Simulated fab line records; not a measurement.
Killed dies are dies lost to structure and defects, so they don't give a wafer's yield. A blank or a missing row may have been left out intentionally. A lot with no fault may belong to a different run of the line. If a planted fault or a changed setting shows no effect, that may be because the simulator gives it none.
fab line records	flow sfq_line
record lots=5	wafers=14	last_day=73
route steps=325 shown L0@12 L0V@16 M0@28 I0@43 M8@322
lots that met no fault: from a run of the same line without faults
start_h: start of the lot's first displayed wafer, in hours after the record's first day	wait_h: how many hours have passed since the lot's step before this one	" identical to the entry in the row above	L1.1+2: several wafers, shown together as one row	- no value present, or no start provided	* or withheld: withheld	< > ~ a bound
route shown NAME@n: names a module that has steps shown in the file, with the first one's number in the route	usual: mean/standard deviation taken from wafers without a fault	same: alike in all rows	chamber/n: place in a boat	sites: each site's reading	_std_site: their standard deviation	_edge_site: inner sites' mean taken away from outer sites' mean	radius_mm: how far each site lies from the wafer's centre	mask NAME#n: copy n	behind: the most recent tool/chamber to have shaped the wafer	hold: why the lot went on hold/how many hours it stayed there/how the hold came to an end	device: which transistor (n, p or np) failed to switch	end of line: the same wafers' tests at the end of the route	a step without rows: its recipe alone	killed: not the wafer's yield, but the dies lost to structure and defects at the first sort	map: a wafer's dies, x killed, . not, _ none there
set.NAME: the setting as run; set.NAME@STEP: as run at that earlier step	model.NAME: the simulator's own value behind a step, which no gauge read
lots at selected steps of the route; one table per step, one row per wafer
services: from which hour (start_h, from the record's first day; less than 0 if before it) a tool's chamber was out of use, for how many hours, and why
## steps
# step SFQ_TRILAYER_L0_BARC_OPEN_METAL_ETCH_010
# recipe mask_material=PR	chemistry=O2	target_depth_nm=125	target=BARC	icp_w=600	bias_w=80	pressure_mtorr=10	time_s=41.7
# usual drypump_motor_current_A=5.7/0.41	oes_product_au=0.686/0.0048
lot.wafer	tool	chamber	start_h	wait_h	drypump_motor_current_A	oes_product_au	rf_hours_counter_h
L149.3	rie_metal-04	1	71.26	0.1	5.8	0.684	-
L149.4	"	0	"	"	6.0	0.675	-
L149.5	"	0	"	"	6.0	0.686	-
L151.4	rie_metal-03	0	80.86	0.1	5.1	0.690	-
L151.5	"	1	"	"	5.3	0.685	-
L151.6	"	0	"	"	5.1	0.695	-
L152.1	rie_metal-04	0	85.64	0.1	6.0	0.685	99
L152.4	"	0	"	"	6.0	0.683	-
L152.6	"	1	"	"	5.8	0.686	-
L155.2	rie_metal-04	0	108.44	0.1	6.0	0.682	103
L155.4	"	0	"	"	6.0	0.689	-
L155.5	"	1	"	"	5.8	0.688	-
L160.4	rie_metal-02	1	133.46	0.1	5.6	0.680	-
L160.6	"	1	"	"	5.6	0.689	-
# step SFQ_TRILAYER_L0_ETCH_METAL_ETCH_008
# recipe target=MoNx_KI	stop_on=SiO2	mask_material=PR	chemistry=SF6/O2	target_depth_nm=50	icp_w=600	bias_w=80	pressure_mtorr=10	time_s=25
# usual drypump_motor_current_A=5.7/0.41	oes_product_au=0.871/0.0084
lot.wafer	tool	chamber	start_h	wait_h	drypump_motor_current_A	oes_product_au	rf_hours_counter_h
L149.3	rie_metal-04	1	71.32	0.0	5.8	0.880	-
L149.4	"	0	"	"	6.0	0.874	-
L149.5	"	0	"	"	6.0	0.873	-
L151.4	rie_metal-03	0	80.92	0.0	5.1	0.859	-
L151.5	"	1	"	"	5.3	0.877	-
L151.6	"	0	"	"	5.1	0.862	-
L152.1	rie_metal-04	0	85.70	0.0	6.0	0.877	99
L152.4	"	0	"	"	6.0	0.870	-
L152.6	"	1	"	"	5.8	0.869	-
L155.2	rie_metal-04	0	108.50	0.0	6.0	0.882	103
L155.4	"	0	"	"	6.0	0.882	-
L155.5	"	1	"	"	5.8	0.878	-
L160.4	rie_metal-02	1	133.52	0.0	5.6	0.886	-
L160.6	"	1	"	"	5.6	0.873	-
# step SFQ_TRILAYER_L0_STRIP_STRIP_009
# recipe gas=O2	power_w=200	platen_temp_c=40	overash_fraction=0.65	chemistry=O2	pressure_mtorr=50
# usual drypump_motor_current_A=5.7/0.41	oes_product_au=1.007/0.0085
lot.wafer	tool	chamber	start_h	wait_h	drypump_motor_current_A	oes_product_au	rf_hours_counter_h
L149.3	rie_metal-04	1	71.55	0.2	5.8	0.995	-
L149.4	"	0	"	"	6.0	1.004	-
L149.5	"	0	"	"	6.0	1.004	-
L151.4	rie_metal-03	0	81.15	0.2	5.1	1.006	-
L151.5	"	1	"	"	5.3	1.004	-
L151.6	"	0	"	"	5.1	1.012	-
L152.1	rie_metal-04	0	85.75	0.0	6.0	1.003	99
L152.4	"	0	"	"	6.0	1.009	-
L152.6	"	1	"	"	5.8	1.000	-
L155.2	rie_metal-04	0	108.55	0.0	6.0	1.011	103
L155.4	"	0	"	"	6.0	1.008	-
L155.5	"	1	"	"	5.8	0.985	-
L160.4	rie_metal-02	1	133.75	0.2	5.6	0.998	-
L160.6	"	1	"	"	5.6	0.998	-
# step SFQ_TRILAYER_L0_STRIP_SOLV_CLEAN_010
# recipe chemistry=NMP	temp_c=70	time_s=600
# step SFQ_TRILAYER_L0_CAP_PECVD_011
# recipe material=SiO2	temp_c=150	time_s=13.333	pressure_torr=2.4	rf_w=183.3	precursor=SiH4/N2O	target_thk_nm=60
# step SFQ_TRILAYER_L0_VIA_LITHO_COAT_018
# recipe resist=BARC	spin_rpm=3000	resist_thk_nm=62
# step SFQ_TRILAYER_L0_VIA_LITHO_COAT_013
# recipe resist=KrF	spin_rpm=3000	resist_thk_nm=650
# step SFQ_TRILAYER_L0_VIA_LITHO_SOFTBAKE_017
# recipe temp_c=withheld	time_s=withheld	resist=KrF
# step SFQ_TRILAYER_L0_VIA_LITHO_EXPOSE_014
# recipe mask_id=L0V	na=0.6	source_shape=conventional	sigma_outer=0.65	target_cd_nm=700	dose_mj=21.3
# step SFQ_TRILAYER_L0_VIA_LITHO_PEB_016
# recipe peb_temp_c=115	peb_time_s=60	resist=KrF
# step SFQ_TRILAYER_L0_VIA_LITHO_DEVELOP_015
# recipe time_s=60	resist=KrF
# step SFQ_L0V_OVL_MEAS_903
# usual L0V_OVL=-2/6.1
lot.wafer	tool	chamber	start_h	wait_h	L0V_OVL[nm]
L149.3	overlay-01	-	122.85	0.1	-2
L149.4	"	-	"	"	-1
L149.5	"	-	"	"	0
L151.4	overlay-02	-	130.06	0.1	1
L151.5	"	-	"	"	-8
L151.6	"	-	"	"	-8
L152.1	overlay-02	-	137.28	0.1	-9
L152.4	"	-	"	"	-4
L152.6	"	-	"	"	-5
L155.2	overlay-01	-	162.98	0.1	-3
L155.4	"	-	"	"	-3
L155.5	"	-	"	"	8
L160.4	overlay-02	-	190.59	0.1	-9
L160.6	"	-	"	"	-9
# step SFQ_TRILAYER_L0_VIA_BARC_OPEN_VIA_ETCH_021
# recipe mask_material=PR	chemistry=O2	target_depth_nm=125	target=BARC	source_w=500	bias_w=80	pressure_mtorr=30	time_s=41.7
# usual drypump_motor_current_A=5.86/0.25	oes_product_au=0.685/0.0047
lot.wafer	tool	chamber	start_h	wait_h	drypump_motor_current_A	oes_product_au	rf_hours_counter_h	model.KrF_of_TRILAYER_L0_VIA_LITHO_COAT_013.thk_nm
L149.3	rie_diel-04	2	122.88	0.0	5.85	0.683	7	578.8
L149.4	"	0	"	"	5.73	0.685	88	574
L149.5	"	3	"	"	5.83	0.695	-	577.8
L151.4	rie_diel-02	2	130.08	0.0	6.14	0.688	132	572.6
L151.5	"	2	"	"	6.13	0.682	-	571.8
L151.6	"	3	"	"	5.80	0.682	-	571.1
L152.1	rie_diel-04	1	137.31	0.0	5.81	0.690	100	575.2
L152.4	"	2	"	"	5.83	0.675	7	577.3
L152.6	"	0	"	"	5.72	0.688	-	575.7
L155.2	rie_diel-03	3	163.01	0.0	5.22	0.682	95	577.6
L155.4	"	1	"	"	6.09	0.686	48	576.7
L155.5	"	1	"	"	6.09	0.680	-	575.4
L160.4	rie_diel-03	3	190.61	0.0	5.22	0.686	95	573.9
L160.6	"	0	"	"	5.98	0.686	-	578.8
# step SFQ_TRILAYER_L0_VIA_ETCH_VIA_ETCH_016
# recipe target=SiO2	stop_on=MoNx_KI	mask_material=PR	chemistry=CHF3	target_depth_nm=80	source_w=500	bias_w=80	pressure_mtorr=30	time_s=withheld
# usual drypump_motor_current_A=5.86/0.24	oes_product_au=0.844/0.0083
lot.wafer	tool	chamber	start_h	wait_h	drypump_motor_current_A	oes_product_au	model.KrF_of_TRILAYER_L0_VIA_LITHO_COAT_013.thk_nm
L149.3	rie_diel-04	2	122.92	0.0	5.87	0.845	565.3
L149.4	"	0	"	"	5.72	0.859	560.1
L149.5	"	3	"	"	5.82	0.846	564.5
L151.4	rie_diel-02	2	130.12	0.0	6.14	0.845	558.7
L151.5	"	2	"	"	6.14	0.858	557.9
L151.6	"	3	"	"	5.80	0.841	556.9
L152.1	rie_diel-04	1	137.35	0.0	5.77	0.834	561.4
L152.4	"	2	"	"	5.86	0.849	563.8
L152.6	"	0	"	"	5.72	0.844	561.5
L155.2	rie_diel-03	3	163.05	0.0	5.24	0.849	564.3
L155.4	"	1	"	"	6.12	0.847	563
L155.5	"	1	"	"	6.09	0.849	561.7
L160.4	rie_diel-03	3	190.65	0.0	5.23	0.850	560.5
L160.6	"	0	"	"	5.98	0.851	564.7
# step SFQ_TRILAYER_L0_VIA_STRIP_STRIP_017
# recipe gas=O2	power_w=200	platen_temp_c=40	overash_fraction=0.65	chemistry=O2	pressure_mtorr=50
# step SFQ_TRILAYER_L0_VIA_STRIP_SOLV_CLEAN_018
# recipe chemistry=NMP	temp_c=70	time_s=600
# step SFQ_TRILAYER_M0_DEP_PRE_CLEAN_020
# recipe gas=Ar	time_s=15	bias_v=250
# step SFQ_TRILAYER_M0_DEP_SPUTTER_019
# recipe material=Nb	base_pressure_pa=1.33e-06	chamber_pressure_pa=0.1333	substrate_temp_c=20	resputter_cathode_voltage_v=400	target_thk_nm=200	power_w=2000	time_s=133.3
# step SFQ_M0_RS_MEAS_904
# recipe thk_meas_gauge=four-point-probe	reads=Nb_of_TRILAYER_M0_DEP_SPUTTER_019
# usual M0_NB_RS=0.889/0.013
lot.wafer	tool	chamber	start_h	wait_h	M0_NB_RS[ohm/sq]
L149.3	film_metro-04	-	124.67	0.1	0.897
L149.4	"	-	"	"	0.922
L149.5	"	-	"	"	0.909
L151.4	film_metro-03	-	131.29	0.1	0.887
L151.5	"	-	"	"	0.885
L151.6	"	-	"	"	0.886
L152.1	film_metro-03	-	138.47	0.0	0.886
L152.4	"	-	"	"	0.876
L152.6	"	-	"	"	0.881
L155.2	film_metro-03	-	164.01	0.1	0.875
L155.4	"	-	"	"	0.871
L155.5	"	-	"	"	0.871
L160.4	film_metro-03	-	191.82	0.1	0.880
L160.6	"	-	"	"	0.888
# step SFQ_TRILAYER_M0_LITHO_COAT_026
# recipe resist=BARC	spin_rpm=3000	resist_thk_nm=62
# step SFQ_TRILAYER_M0_LITHO_COAT_021
# recipe resist=KrF	spin_rpm=3000	resist_thk_nm=600
# step SFQ_TRILAYER_M0_LITHO_SOFTBAKE_025
# recipe temp_c=withheld	time_s=withheld	resist=KrF
# step SFQ_TRILAYER_M0_LITHO_EXPOSE_022
# recipe mask_id=M0	na=0.6	source_shape=conventional	sigma_outer=0.65	target_cd_nm=500	dose_mj=14.4
# step SFQ_TRILAYER_M0_LITHO_PEB_024
# recipe peb_temp_c=115	peb_time_s=60	resist=KrF
# step SFQ_TRILAYER_M0_LITHO_DEVELOP_023
# recipe time_s=60	resist=KrF
# step SFQ_M0_OVL_MEAS_906
# usual M0_OVL=-3/4.8
lot.wafer	tool	chamber	start_h	wait_h	M0_OVL[nm]
L149.3	overlay-02	-	177.01	0.1	-3
L149.4	"	-	"	"	1
L149.5	"	-	"	"	-12
L151.4	overlay-01	-	183.02	0.1	0
L151.5	"	-	"	"	-4
L151.6	"	-	"	"	-5
L152.1	overlay-01	-	191.40	0.1	-10
L152.4	"	-	"	"	-4
L152.6	"	-	"	"	-11
L155.2	overlay-01	-	220.21	0.1	-8
L155.4	"	-	"	"	0
L155.5	"	-	"	"	0
L160.4	overlay-01	-	249.77	0.1	6
L160.6	"	-	"	"	3
# step SFQ_TRILAYER_M0_BARC_OPEN_METAL_ETCH_031
# recipe mask_material=PR	chemistry=O2	target_depth_nm=125	target=BARC	icp_w=600	bias_w=80	pressure_mtorr=10	time_s=41.7
# step SFQ_TRILAYER_M0_ETCH_METAL_ETCH_024
# recipe target=Nb	stop_on=SiO2	mask_material=PR	chemistry=Cl2/Ar	target_depth_nm=240	icp_w=600	bias_w=80	pressure_mtorr=10	time_s=120
# step SFQ_TRILAYER_M0_STRIP_STRIP_025
# recipe gas=O2	power_w=200	platen_temp_c=40	overash_fraction=0.65	chemistry=O2	pressure_mtorr=50
# usual drypump_motor_current_A=5.7/0.42	oes_product_au=1.002/0.012
lot.wafer	tool	chamber	start_h	wait_h	drypump_motor_current_A	oes_product_au	rf_hours_counter_h
L149.3	rie_metal-04	0	177.81	0.5	6.0	1.005	-
L149.4	"	0	"	"	6.0	1.008	-
L149.5	"	0	"	"	6.0	1.004	-
L151.4	rie_metal-01	1	183.42	0.2	5.9	1.007	-
L151.5	"	0	"	"	5.0	1.013	-
L151.6	"	1	"	"	5.9	1.016	-
L152.1	rie_metal-02	1	191.81	0.2	5.6	0.971	12
L152.4	"	1	"	"	5.6	0.978	-
L152.6	"	1	"	"	5.6	0.978	-
L155.2	rie_metal-01	0	220.42	0.1	5.0	1.002	34
L155.4	"	1	"	"	5.8	1.002	-
L155.5	"	0	"	"	5.0	1.008	-
L160.4	rie_metal-04	0	250.76	0.7	6.0	1.014	-
L160.6	"	0	"	"	6.0	1.010	-
# step SFQ_TRILAYER_M0_STRIP_SOLV_CLEAN_026
# recipe chemistry=NMP	temp_c=70	time_s=600
# step SFQ_TRILAYER_I0_DEP_PECVD_027
# recipe material=SiO2	temp_c=150	time_s=111.11	pressure_torr=2.4	rf_w=183.3	precursor=SiH4/N2O	target_thk_nm=500
# step SFQ_TRILAYER_I0_CMP_CMP_028
# recipe material=SiO2	down_force_psi=3	platen_rpm=60	pad_velocity_m_s=0.94248
# usual motor_current_A=9.8/0.74	time_to_endpoint_s=216/8.2
lot.wafer	tool	chamber	start_h	wait_h	motor_current_A	time_to_endpoint_s
L149.3	cmp-01	2	179.27	0.5	9.8	225
L149.4	"	1	180.77	1.9	9.6	217
L149.5	"	2	"	"	10.0	218
L151.4	cmp-02	3	185.07	1.0	11.5	220
L151.6	"	1	186.07	2.0	9.0	212
L151.5	"	2	"	"	10.6	231
L152.1	cmp-02	1	194.24	1.0	8.4	203
L152.4	"	0	195.74	2.5	9.9	227
L152.6	"	1	"	"	8.8	214
L155.4	cmp-01	2	221.31	0.0	9.9	218
L155.2	"	1	222.81	1.5	9.4	200
L155.5	"	2	"	"	9.9	229
L160.4	cmp-02	1	261.84	10.2	8.5	209
L160.6	"	2	"	"	10.1	230
# step SFQ_I0_BOW_MEAS_907
# recipe mode=bow
# usual I0_BOW=0/7.3
lot.wafer	tool	chamber	start_h	wait_h	I0_BOW[um]
L149.3	film_metro-01	-	182.31	2.5	-5
L149.4	"	-	"	"	-4
L149.5	"	-	"	"	-2
L151.4	film_metro-01	-	187.13	1.6	5
L151.5	"	-	"	"	3
L151.6	"	-	"	"	-1
L152.1	film_metro-01	-	197.24	2.5	7
L152.4	"	-	"	"	7
L152.6	"	-	"	"	0
L155.2	film_metro-02	-	224.33	1.0	4
L155.4	"	-	"	"	3
L155.5	"	-	"	"	4
L160.4	film_metro-01	-	263.40	1.1	-6
L160.6	"	-	"	"	-5
# step SFQ_TRILAYER_I0_METRO_MEASURE_029
# step SFQ_TRILAYER_I0_VIA_LITHO_COAT_036
# recipe resist=BARC	spin_rpm=3000	resist_thk_nm=62
# step SFQ_TRILAYER_I0_VIA_LITHO_COAT_031
# recipe resist=KrF	spin_rpm=3000	resist_thk_nm=650
# step SFQ_TRILAYER_I0_VIA_LITHO_SOFTBAKE_035
# recipe temp_c=withheld	time_s=withheld	resist=KrF
# step SFQ_TRILAYER_I0_VIA_LITHO_EXPOSE_032
# recipe mask_id=I0	na=0.6	source_shape=conventional	sigma_outer=0.65	target_cd_nm=500	dose_mj=21.3
# step SFQ_TRILAYER_I0_VIA_LITHO_PEB_034
# recipe peb_temp_c=115	peb_time_s=60	resist=KrF
# step SFQ_TRILAYER_I0_VIA_LITHO_DEVELOP_033
# recipe time_s=60	resist=KrF
# step SFQ_I0_OVL_MEAS_908
# usual I0_OVL=-1/5.3
lot.wafer	tool	chamber	start_h	wait_h	I0_OVL[nm]
L149.3	overlay-02	-	239.41	0.1	2
L149.4	"	-	"	"	4
L149.5	"	-	"	"	0
L151.4	overlay-01	-	248.57	0.1	-3
L151.5	"	-	"	"	-5
L151.6	"	-	"	"	-9
L152.1	overlay-01	-	258.15	0.1	3
L152.4	"	-	"	"	5
L152.6	"	-	"	"	4
L155.2	overlay-01	-	290.41	0.1	-5
L155.4	"	-	"	"	-1
L155.5	"	-	"	"	-1
L160.4	overlay-01	-	332.42	0.1	-3
L160.6	"	-	"	"	-7
# step SFQ_M8_RS_MEAS_949
# recipe thk_meas_gauge=four-point-probe	reads=Au_of_TRILAYER_M8_DEP_EVAP_196+Pt_of_TRILAYER_M8_DEP_EVAP_198+Ti_of_TRILAYER_M8_DEP_EVAP_197
# usual M8_AU_RS=0.1537/0.002
lot.wafer	tool	chamber	start_h	wait_h	hold	M8_AU_RS[ohm/sq]
L149.3	film_metro-04	-	1673.90	0.3	-	0.1541
L149.4	"	-	"	"	-	0.1527
L149.5	"	-	"	"	-	0.1548
L151.4	film_metro-02	-	1693.87	0.3	-	0.1546
L151.5	"	-	"	"	-	0.1520
L151.6	"	-	"	"	-	0.1527
L152.1	film_metro-02	-	1701.01	0.3	-	0.1537
L152.4	"	-	"	"	-	0.1572
L152.6	"	-	"	"	-	0.1521
L155.2	film_metro-02	-	1709.43	0.3	-	0.1533
L155.4	"	-	"	"	-	0.1544
L155.5	"	-	"	"	-	0.1552
L160.4	film_metro-02	-	1737.17	0.3	await_dispo/0.2h/release	0.1515
L160.6	"	-	"	"	await_dispo/0.2h/release	0.1532
L160.4	film_metro-02	-	1737.46	0.3	-	0.1517
L160.6	"	-	"	"	-	0.1529
# step SFQ_M8_THK_MEAS_950
# recipe thk_meas_gauge=xrf	reads=Au_of_TRILAYER_M8_DEP_EVAP_196
# usual M8_AU_THK=176.5/2.3
lot.wafer	tool	chamber	start_h	wait_h	hold	M8_AU_THK[nm]
L149.3	film_metro-04	-	1674.00	0.1	-	176.3
L149.4	"	-	"	"	-	179.2
L149.5	"	-	"	"	-	176.2
L151.4	film_metro-02	-	1693.96	0.1	-	175.2
L151.5	"	-	"	"	-	178.1
L151.6	"	-	"	"	-	178.2
L152.1	film_metro-02	-	1701.13	0.1	-	176.9
L152.4	"	-	"	"	-	172.7
L152.6	"	-	"	"	-	179.0
L155.2	film_metro-02	-	1709.54	0.1	-	177.0
L155.4	"	-	"	"	-	174.4
L155.5	"	-	"	"	-	174.2
L160.4	film_metro-02	-	1738.41	0.9	await_dispo/0.2h/release	179.2
L160.6	"	-	"	"	await_dispo/0.2h/release	177.5
L160.4	film_metro-02	-	1738.64	0.2	-	178.9
L160.6	"	-	"	"	-	177.7
## services
tool	chamber	start_h	hours	kind
rie_diel-02	0	53.71	11.1	repair
cmp-02	-	67.12	6.6	pm
cmp-01	-	67.98	4.0	pm
cmp-02	-	72.90	2.4	repair
rie_diel-02	2	77.27	1.5	repair
rie_diel-04	1	84.93	4.7	repair
cmp-01	-	97.80	5.2	repair
rie_diel-02	0	99.95	4.0	repair
cmp-01	-	108.49	2.4	repair
cmp-02	-	120.25	6.1	pm
rie_diel-03	1	124.81	1.5	repair
rie_diel-03	3	126.28	4.8	repair
rie_diel-03	-	133.67	2.8	pm
rie_diel-03	0	136.72	6.3	repair
rie_metal-04	1	142.19	118.9	repair
rie_metal-03	-	144.03	2.8	pm
rie_diel-04	3	147.96	15.1	repair
rie_diel-04	1	191.93	4.2	repair
rie_metal-04	-	196.31	0.7	repair
rie_diel-04	-	211.37	0.3	repair
rie_metal-02	-	231.02	1.4	pm
cmp-02	-	232.65	4.0	pm
rie_metal-03	1	248.16	3.8	repair
rie_diel-04	-	250.12	0.1	repair
## key
first_sign none at tools or gauges
model_effect step=SFQ_TRILAYER_L0_VIA_BARC_OPEN_VIA_ETCH_021	value=KrF_of_TRILAYER_L0_VIA_LITHO_COAT_013.thk_nm	without=570	struck=578.8
model_effect step=SFQ_TRILAYER_L0_VIA_ETCH_VIA_ETCH_016	value=KrF_of_TRILAYER_L0_VIA_LITHO_COAT_013.thk_nm	without=555.9	struck=564.7
met_at SFQ_TRILAYER_L0_VIA_BARC_OPEN_VIA_ETCH_021
struck_wafers L160.6
onset_between 163.01 190.61
fault kind=process_parameter_drift	tool=rie_diel-03	chamber=-	onset_h=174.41	steps=SFQ_TRILAYER_L0_VIA_BARC_OPEN_VIA_ETCH_021	channel=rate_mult	offset=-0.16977	shape=step	end_h=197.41	scope=struck_wafers_only
